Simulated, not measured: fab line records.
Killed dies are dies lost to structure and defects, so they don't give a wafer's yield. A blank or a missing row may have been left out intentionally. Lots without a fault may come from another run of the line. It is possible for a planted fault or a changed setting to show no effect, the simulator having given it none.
Matching of chambers / flow sky130 / SKY_SPACER_ETCHBACK_02 on rie_diel-03 has 4 sister chambers
The step etches Si3N4 in CH3F/O2, stops on SiO2, time 46.7 s, target depth 45 nm. 8 wafers are shown with their chamber, then 7 later ones without.

WAFERS, EACH WITH ITS CHAMBER
wafer=L549.6; chamber=2; drypump_motor_current_A (A)=6.2; ch3f_flow_sccm (sccm)=39.86
wafer=L553.4; chamber=0; drypump_motor_current_A (A)=5.5; ch3f_flow_sccm (sccm)=39.93
wafer=L553.6; chamber=3; drypump_motor_current_A (A)=4.7; ch3f_flow_sccm (sccm)=40.35
wafer=L554.2; chamber=2; drypump_motor_current_A (A)=6.1; ch3f_flow_sccm (sccm)=40.00
wafer=L554.3; chamber=0; drypump_motor_current_A (A)=5.5; ch3f_flow_sccm (sccm)=39.95
wafer=L554.4; chamber=3; drypump_motor_current_A (A)=4.7; ch3f_flow_sccm (sccm)=39.84
wafer=L555.1; chamber=1; drypump_motor_current_A (A)=5.8; ch3f_flow_sccm (sccm)=39.79
wafer=L555.5; chamber=1; drypump_motor_current_A (A)=5.8; ch3f_flow_sccm (sccm)=39.93

WAFERS WITHOUT THEIR CHAMBER
wafer=L555.6; drypump_motor_current_A (A)=6.1; ch3f_flow_sccm (sccm)=40.07
wafer=L558.3; drypump_motor_current_A (A)=5.5; ch3f_flow_sccm (sccm)=40.13
wafer=L558.5; drypump_motor_current_A (A)=5.8; ch3f_flow_sccm (sccm)=40.10
wafer=L558.6; drypump_motor_current_A (A)=6.1; ch3f_flow_sccm (sccm)=40.01
wafer=L571.1; drypump_motor_current_A (A)=5.8; ch3f_flow_sccm (sccm)=39.99
wafer=L571.2; drypump_motor_current_A (A)=4.7; ch3f_flow_sccm (sccm)=39.95
wafer=L571.3; drypump_motor_current_A (A)=6.1; ch3f_flow_sccm (sccm)=40.01

WHICH CHAMBER EACH WENT THROUGH
wafer=L555.6; from the rows above=2; in truth=2
wafer=L558.3; from the rows above=0; in truth=0
wafer=L558.5; from the rows above=1; in truth=1
wafer=L558.6; from the rows above=2; in truth=2
wafer=L571.1; from the rows above=1; in truth=1
wafer=L571.2; from the rows above=3; in truth=3
wafer=L571.3; from the rows above=2; in truth=2
Correct placement for 7 of the 7. Not placeable from these rows: 0. Number placed wrongly: 0.
How it was worked out, from the rows above alone: a wafer's distance from a chamber is the root of the sum, over the readings, of the square of ((its reading less the chamber's mean) divided by the reading's scatter). If the next closest chamber is less than 2 further off than the closest, the wafer can't be placed; otherwise it belongs to the closest. The mean given for a chamber averages the wafers shown for that chamber. The scatter is the square root of a quotient: the sum, over the shown wafers, of each reading's squared deviation from its chamber's mean, divided by wafers minus chambers.
